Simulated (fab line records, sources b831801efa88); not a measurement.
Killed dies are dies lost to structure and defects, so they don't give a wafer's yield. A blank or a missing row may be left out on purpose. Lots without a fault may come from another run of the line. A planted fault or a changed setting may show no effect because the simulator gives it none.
Chamber matching | flow sky130 | SKY_VIA1_CMP_24 on cmp-01: 4 sister chambers
The step polishes, stops on SiO2, t overpolish 15 s, target thk 0 nm. 4 wafers are shown with their chamber, then 7 later ones without.

WAFERS WITH THEIR CHAMBER
wafer  | chamber | motor_current_A (A)
L597.4 | 2       | 9.6
L597.6 | 0       | 9.5
L598.3 | 1       | 11.7
L598.4 | 3       | 11.9

WAFERS WITHOUT THEIR CHAMBER
wafer  | motor_current_A (A)
L598.6 | 12.8
L605.1 | 12.2
L605.2 | 8.9
L605.5 | 10.0
L612.1 | 9.5
L612.3 | 11.7
L612.6 | 10.1

WHICH CHAMBER EACH WENT THROUGH
wafer  | from the rows above     | in truth
L598.6 | can't be placed: 3 or 1 | 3
L605.1 | can't be placed: 3 or 1 | 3
L605.2 | can't be placed: 0 or 2 | 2
L605.5 | can't be placed: 2 or 0 | 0
L612.1 | can't be placed: 0 or 2 | 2
L612.3 | can't be placed: 1 or 3 | 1
L612.6 | can't be placed: 2 or 0 | 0
Placed correctly: 0 of 7. Can't be placed from these rows: 7 (the true chamber is among the candidates in 7). Placed wrongly: 0.
How it was worked out, from the rows above alone: a wafer's distance from a chamber is the root of the sum, over the readings, of the square of ((its reading less the chamber's mean) divided by the reading's scatter). The wafer belongs to the nearest chamber; if the next one is less than 2 further off, it can't be placed. A chamber's mean is the mean of its shown wafers. The scatter: with one shown wafer a chamber, the root of the mean of the squares of how far each hidden wafer lies from its nearest shown one.
